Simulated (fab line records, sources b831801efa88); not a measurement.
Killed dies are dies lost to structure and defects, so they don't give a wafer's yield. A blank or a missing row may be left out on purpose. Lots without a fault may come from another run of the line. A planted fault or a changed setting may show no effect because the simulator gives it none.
A struck lot beside a sound one | flow sky130 | 17 steps out of a route of 708
Sound: wafers L342.1, L342.2, L342.6. Struck: wafers L344.1, L344.4, L344.5. The cause comes at the end.
At each step with rows: each side's tool, then ch and its chambers, then its first start. Under that, the readings that differ: sound wafers | struck wafers | difference of the means | sigmas: that difference in standard deviations of wafers without a fault.
alike: readings whose means differ by less than 2 such deviations, and words and numbers that are the same on both sides. not compared: withheld readings, readings that some wafer has no value for, bounds like >300 that may hide the same value, and numbers for which the record gives no deviation and whose values overlap.
The two part at a step that has a row with sigmas, a row that says differs or no value, or rows on one side only. Numbers that don't overlap but have no deviation are shown without sigmas and don't part them. A reading that every wafer of one side lacks parts them only if that side has two wafers or more.

SKY_LDD_HVN_OVL_MEAS_07:
  sound on overlay-02, day 25 14:33; struck on overlay-01, day 26 06:55
  alike: LDD_HVN_OVL
then, 1 step without rows for these wafers: SKY_LDD_HVN_IMPLANT_08.
SKY_LDD_HVN_STRIP_09: strips in O2/N2.
  sound on plasma_asher-04 ch 0,1, day 25 14:44; struck on plasma_asher-03 ch 0,1, day 26 07:06
  alike: drypump_motor_current_A, oes_product_au, strip_time_to_endpoint_s
  not compared: rf_hours_counter_h
SKY_LDD_HVN_TW_MEAS_10:
  sound on film_metro-02, day 25 14:50; struck on film_metro-04, day 26 07:12
  alike: LDD_HVN_TW
then, 7 steps without rows for these wafers: SKY_LDD_HVP_DEHYDRATE_00 (time 60 s); SKY_LDD_HVP_HMDS_01 (prime time 60 s); SKY_LDD_HVP_COAT_02 (resist thk 300 nm); SKY_LDD_HVP_SOFTBAKE_03 (time 60 s); SKY_LDD_HVP_EXPOSE_04 (exposes mask HVPTM, target cd 700 nm); SKY_LDD_HVP_PEB_05; SKY_LDD_HVP_DEVELOP_06 (develop time 60 s).
SKY_LDD_HVP_OVL_MEAS_07:
  sound on overlay-01, day 26 19:56; struck on overlay-01, day 27 12:08
  reading          | sound       | struck         | difference | sigmas
  LDD_HVP_OVL (nm) | 0.8 0.0 1.5 | -3.2 -4.3 -2.4 | -4.1       | -2
SKY_LDD_HVP_IMPLANT_08:
  sound on implanter-04 ch 0, day 26 19:58; struck on implanter-02 ch 0, day 27 12:10
  reading                          | sound                      | struck                           | difference  | sigmas
  beam_on_s (s)                    | 10.18 10.33 10.24          | 12.75 12.62 12.44                | +2.35       | +11
  end_station_pressure_torr (Torr) | 4.53e-06 4.71e-06 5.42e-06 | 0.00011159 0.00011277 0.00011273 | +0.00010748 | +99 or more
  faraday_current_uA               | 94.6 93.3 93.8             | 75.9 76.9 77.8                   | -17.0       | -8
SKY_LDD_HVP_STRIP_09: strips in O2/N2.
  sound on plasma_asher-02 ch 0,1, day 26 20:07; struck on plasma_asher-02 ch 0,1, day 27 12:19
  alike: drypump_motor_current_A, oes_product_au, strip_time_to_endpoint_s
  not compared: rf_hours_counter_h
SKY_LDD_HVP_TW_MEAS_10:
  sound on film_metro-04, day 26 20:13; struck on film_metro-01, day 27 12:25
  reading    | sound             | struck            | difference | sigmas
  LDD_HVP_TW | 455.8 454.4 453.5 | 491.0 490.1 489.3 | +35.6      | +12
then, 1 step without rows for these wafers: SKY_LDD_LDN_DEHYDRATE_00 (time 60 s).
-- the record jumps here: 22 days lie between the struck wafers' starts before and after (it left off in module LDD_LDN and takes up again in module PAD_OPEN, whose first step shown is number 708 of the route) --
SKY_PAD_OPEN_PROBE_99:
  sound on prober-02, day 49 07:52; struck on prober-02, day 49 18:36
  reading                        | sound          | struck         | difference | sigmas
  model.etest.tip_p_5v.rs_ohm_sq | 2884 2850 2856 | 2457 2451 2438 | -415       |
  alike: killed_at_M0_to_M3, killed_at_M4_up, killed_at_contacts, killed_at_front_end, killed_at_other, killed_dies, killed_on_rim, killed_open, killed_short
  not compared: model.etest.pfet_g5v0d10v5.r_on_ohm_um

WHERE THEY PART
First at SKY_LDD_HVP_OVL_MEAS_07; last, within this record, at SKY_LDD_HVP_TW_MEAS_10. Later steps at which nothing parts them and some readings are alike: SKY_PAD_OPEN_PROBE_99.

WHY: what the simulator had put in
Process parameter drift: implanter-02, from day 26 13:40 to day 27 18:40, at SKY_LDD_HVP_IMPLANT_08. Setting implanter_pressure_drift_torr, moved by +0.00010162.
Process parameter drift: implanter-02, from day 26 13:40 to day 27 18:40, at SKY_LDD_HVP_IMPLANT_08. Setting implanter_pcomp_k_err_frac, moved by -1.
